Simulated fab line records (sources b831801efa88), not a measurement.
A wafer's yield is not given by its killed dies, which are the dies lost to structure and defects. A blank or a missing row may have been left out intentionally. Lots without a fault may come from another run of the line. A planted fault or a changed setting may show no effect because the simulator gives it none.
Tool commonality check + flow gf180mcu + Lots sampled 13, wafers sampled 42

== REASON FOR OPENING ==
Flagged at GF_SAB_CD_MEAS_09: reading cdNm, on 1 of 13 lots. Fault-free wafers read 420.0 nm, with a standard deviation of 2.4.
Rule: a lot is flagged when every wafer of it that has a number lies more than 4 standard deviations from that mean, or none has a number. The rest of the lots are taken to be sound.

| lot  | measured     | on       | cdNm (nm), wafer by wafer           | flag    |
|------|--------------|----------|-------------------------------------|---------|
| L838 | day 14 23:19 | cdSem-01 | 423.2 421.1 422.7                   |         |
| L839 | day 15 09:44 | cdSem-02 | 418.5 420.5 418.5                   |         |
| L840 | day 15 16:23 | cdSem-01 | 419.4 418.5 419.9                   |         |
| L841 | day 15 22:50 | cdSem-02 | 420.1 421.1 419.9                   |         |
| L844 | day 17 08:49 | cdSem-01 | 448.2 448.2 447.1 448.0 448.7 447.5 | FLAGGED |
| L846 | day 18 15:19 | cdSem-02 | 423.7 423.1 423.3                   |         |
| L851 | day 20 06:22 | cdSem-02 | 420.4 421.7 422.3                   |         |
| L854 | day 21 02:50 | cdSem-02 | 419.7 418.3 420.0                   |         |
| L858 | day 22 06:52 | cdSem-01 | 420.2 420.3 419.3                   |         |
| L857 | day 22 08:59 | cdSem-02 | 417.7 420.1 421.5                   |         |
| L859 | day 22 15:08 | cdSem-01 | 419.1 417.4 417.7                   |         |
| L860 | day 22 19:16 | cdSem-01 | 422.0 423.6 424.7                   |         |
| L861 | day 23 04:08 | cdSem-02 | 415.3 416.4 416.8                   |         |
Average over the flagged lots: 447.9 nm; offset from the usual +27.9 nm, equal to +12 standard deviations.

== WHICH TOOL EACH LOT WENT THROUGH ==
The record keeps 1 process step preceding the reading, out of 602 steps on the route. Read each cell as the tool, then ch plus the chambers that the sampled wafers visited, then the start.
| lot  | flag    | GF_SAB_EXPOSE_06                   |
|------|---------|------------------------------------|
| L838 |         | ilineStepper-01 ch 0, day 14 12:59 |
| L839 |         | ilineStepper-01 ch 0, day 14 22:59 |
| L840 |         | ilineStepper-02 ch 0, day 15 06:07 |
| L841 |         | ilineStepper-02 ch 0, day 15 12:23 |
| L844 | FLAGGED | ilineStepper-02 ch 0, day 16 21:00 |
| L846 |         | ilineStepper-02 ch 0, day 18 03:13 |
| L851 |         | ilineStepper-01 ch 0, day 19 18:19 |
| L854 |         | ilineStepper-01 ch 0, day 20 15:09 |
| L858 |         | ilineStepper-02 ch 0, day 21 19:52 |
| L857 |         | ilineStepper-01 ch 0, day 21 21:30 |
| L859 |         | ilineStepper-02 ch 0, day 22 03:37 |
| L860 |         | ilineStepper-02 ch 0, day 22 07:28 |
| L861 |         | ilineStepper-01 ch 0, day 22 17:00 |
What the steps here do:
- GF_SAB_EXPOSE_06: exposes mask SAB, target cd 420 nm.
- GF_SAB_CD_MEAS_09: target cd 420 nm.

== FLAGGED OVER TOTAL, TOOL BY TOOL (the gauges that took the reading come last) ==
| step              | tool            | lots run | flagged | share of the flagged lots | sound lots run after its first flagged lot |
|-------------------|-----------------|----------|---------|---------------------------|--------------------------------------------|
| GF_SAB_EXPOSE_06  | ilineStepper-01 | 6        | 0       | none                      | -                                          |
| GF_SAB_EXPOSE_06  | ilineStepper-02 | 7        | 1       | all                       | 4 (L846,L858,L859,L860)                    |
| GF_SAB_CD_MEAS_09 | cdSem-01        | 6        | 1       | all                       | 3 (L858,L859,L860)                         |
| GF_SAB_CD_MEAS_09 | cdSem-02        | 7        | 0       | none                      | -                                          |

== THE TABLE: WHAT IT ALLOWS ==
Table rows that saw every flagged lot: 2, namely ilineStepper-02 at GF_SAB_EXPOSE_06 and cdSem-01 at GF_SAB_CD_MEAS_09.
- ilineStepper-02 at GF_SAB_EXPOSE_06 ran 7 lots, 1 of them flagged. Sound lots followed the first flagged one (L846, L858, L859, L860) on it, something a lasting fault affecting the whole tool could not allow.
- cdSem-01 at GF_SAB_CD_MEAS_09 ran 6 lots, 1 of them flagged. Sound lots followed the first flagged one (L858, L859, L860) on it, something a lasting fault affecting the whole tool could not allow.
Not one row of the table ran every flagged lot while running no sound lot after the first.

== WHAT WAS PUT IN BY THE SIMULATOR ==
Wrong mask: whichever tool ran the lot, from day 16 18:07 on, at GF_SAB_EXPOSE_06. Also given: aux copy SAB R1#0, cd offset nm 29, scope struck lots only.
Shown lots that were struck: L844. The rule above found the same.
